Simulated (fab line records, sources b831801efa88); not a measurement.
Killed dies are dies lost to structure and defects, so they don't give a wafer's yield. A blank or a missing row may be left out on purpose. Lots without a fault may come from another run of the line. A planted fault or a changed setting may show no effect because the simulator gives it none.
One fault seen from 2 desks | flow sky130 | each desk has only its own numbers; what lay behind them comes last

THE METROLOGY DESK
What the gauges read, lot by lot, whatever tool the lot ran on: means of the sampled wafers that have a number. A lot is out of limits, marked OUT, if its mean lies more than 4 standard deviations from the usual mean; the brackets give that distance.
Columns: A = cd_nm at SKY_FIELD_ISO_CD_MEAS_13, usual 149.9 nm; B = NWELL_2_TW at SKY_NWELL_TW_MEAS_26, usual 496; C = PWDE_RS at SKY_NWELL_RS_MEAS_31, usual 5272 ohm/sq
lot  | first seen here | A     | B             | C
L986 | day 2 06:25     | 152.2 | 497           | 5248
L987 | day 2 09:56     | 147.4 | 492           | 5265
L988 | day 2 15:19     | 150.3 | 488           | 5283
L989 | day 2 20:02     | 148.3 | 499           | 5267
L990 | day 3 01:57     | 151.3 | 499           | 5290
L991 | day 3 09:11     | 149.4 | 500           | 5265
L992 | day 3 18:42     | 150.3 | 498           | 5279
L996 | day 4 10:20     | 148.5 | 176 (-91) OUT | 5281
L999 | day 5 00:42     | 153.6 | 494           | 5251
L102 | day 5 17:25     | 149.1 | 500           | 5283
L103 | day 5 22:15     | 147.9 | 500           | 5262
L105 | day 6 09:15     | 150.5 | 493           | 5273
L108 | day 6 22:29     | 150.0 | 495           | 5284
This desk's finding: out of limits on L996; first on L996, day 7 22:26 (NWELL_2_TW at SKY_NWELL_TW_MEAS_26). In limits: L986, L987, L988, L989, L990, L991, L992, L999, L102, L103, L105, L108.

THE TOOL OWNER'S DESK: plasma_asher-02
The tool's own readings at SKY_NWELL_STRIP_14 (strips in O2/N2): means of the sampled wafers that have a number, for each lot that ran on this tool. A lot is out of limits, marked OUT, if its mean lies more than 4 standard deviations from the usual mean; the brackets give that distance.
Columns: A = drypump_motor_current_A at SKY_NWELL_STRIP_14, usual 5.5 A; B = oes_product_au at SKY_NWELL_STRIP_14, usual 0.723 a.u.; C = strip_time_to_endpoint_s at SKY_NWELL_STRIP_14, usual 36.90 s
lot  | first seen here | A   | B               | C
L987 | day 5 00:48     | 5.4 | 0.724           | 36.91
L996 | day 7 02:17     | 5.4 | 0.964 (+49) OUT | -
L105 | day 9 05:31     | 5.7 | 0.723           | 36.97
L108 | day 10 01:12    | 5.2 | 0.724           | 36.92
This desk's finding: out of limits on L996; first on L996, day 7 02:17 (oes_product_au at SKY_NWELL_STRIP_14). In limits: L987, L105, L108.

PUT TOGETHER
The tool owner's desk could have raised an alarm at day 7 02:17, on L996.
The metrology desk could have raised an alarm at day 7 22:26, on L996.
Of the lots named, all ran SKY_NWELL_STRIP_14 on plasma_asher-02.

WHAT THE SIMULATOR HAD PUT IN
Strip aborted: plasma_asher-02, from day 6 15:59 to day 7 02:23, at SKY_NWELL_STRIP_14. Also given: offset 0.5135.
Lots struck among those shown: L996.
Hours from the fault's start to each desk's first reading out of limits: the tool owner's desk, 10; the metrology desk, 30.
